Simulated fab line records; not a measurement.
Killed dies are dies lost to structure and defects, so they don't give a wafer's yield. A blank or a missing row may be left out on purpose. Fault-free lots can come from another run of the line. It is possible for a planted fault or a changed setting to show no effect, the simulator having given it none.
Chamber matching -- flow sky130 -- 4 sister chambers for SKY_PASSIVATION_ETCH_11 on rie_diel-02
The step etches the open film in CF4/O2, stops on AlCu, target depth 725 nm, time 161.1 s. 20 wafers are shown with their chamber, then 10 later ones without.

== EACH WAFER AND ITS CHAMBER ==
wafer,chamber,drypump_motor_current_A (A),oes_product_au (a.u.),throttle_valve_pct (%)
L075.2,0,6.5,0.968,5.966
L075.3,3,5.2,0.973,5.980
L075.5,3,5.2,0.978,5.958
L078.2,3,5.2,0.977,5.983
L078.3,2,5.5,0.970,5.967
L078.4,1,5.2,0.984,5.966
L079.1,2,5.5,0.970,5.960
L079.3,3,5.2,0.978,5.964
L079.6,0,6.5,0.978,5.960
L081.1,1,5.2,0.979,5.967
L081.4,3,5.2,0.982,5.955
L081.6,1,5.3,0.992,5.954
L086.1,3,5.2,0.974,5.956
L086.4,0,6.5,0.978,5.970
L086.5,3,5.2,0.981,5.956
L087.2,1,5.3,0.975,5.954
L087.3,0,6.5,0.976,5.962
L087.4,1,5.3,0.980,5.964
L091.1,2,5.5,0.965,5.967
L091.3,3,5.2,0.983,5.966

SIGNATURES, as means of the wafers listed above
reading,chamber 0,chamber 1,chamber 2,chamber 3,scatter within a chamber
drypump_motor_current_A,6.500,5.260,5.500,5.200,0.0274
oes_product_au,0.97500,0.98200,0.96833,0.97825,0.00462
throttle_valve_pct,5.96450,5.96100,5.96467,5.96475,0.00837
Rule: for each reading, subtract the chamber's mean from the wafer's reading, divide by that reading's scatter and square the result; add these up over the readings and take the root, which gives the wafer's distance from the chamber. If the next closest chamber is less than 2 further off than the closest, the wafer can't be placed; otherwise it belongs to the closest. The scatter: take each reading less its chamber's mean, square it, sum over the shown wafers, divide by the number of wafers less the number of chambers, and take the root.

== WAFERS WHOSE CHAMBER IS MISSING ==
wafer,drypump_motor_current_A (A),oes_product_au (a.u.),throttle_valve_pct (%)
L091.6,5.2,0.979,5.986
L092.1,5.3,0.989,5.965
L092.5,5.2,0.980,5.972
L092.6,5.5,0.998,5.959
L094.2,6.5,0.967,5.962
L094.5,5.3,0.974,5.964
L094.6,5.5,0.982,5.985
L097.1,6.5,0.961,5.957
L097.3,5.5,0.977,5.957
L097.5,5.2,0.968,5.963

== EACH ONE'S CHAMBER ==
wafer,from the rows above,in truth
L091.6,can't be placed: 3 or 1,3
L092.1,1,1
L092.5,can't be placed: 3 or 1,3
L092.6,2,2
L094.2,0,0
L094.5,can't be placed: 1 or 3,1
L094.6,2,2
L097.1,0,0
L097.3,2,2
L097.5,can't be placed: 3 or 1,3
Correct placement for 6 of the 10. These rows do not allow placing 4 (true chamber among the candidates in 4). Wrongly placed: 0.
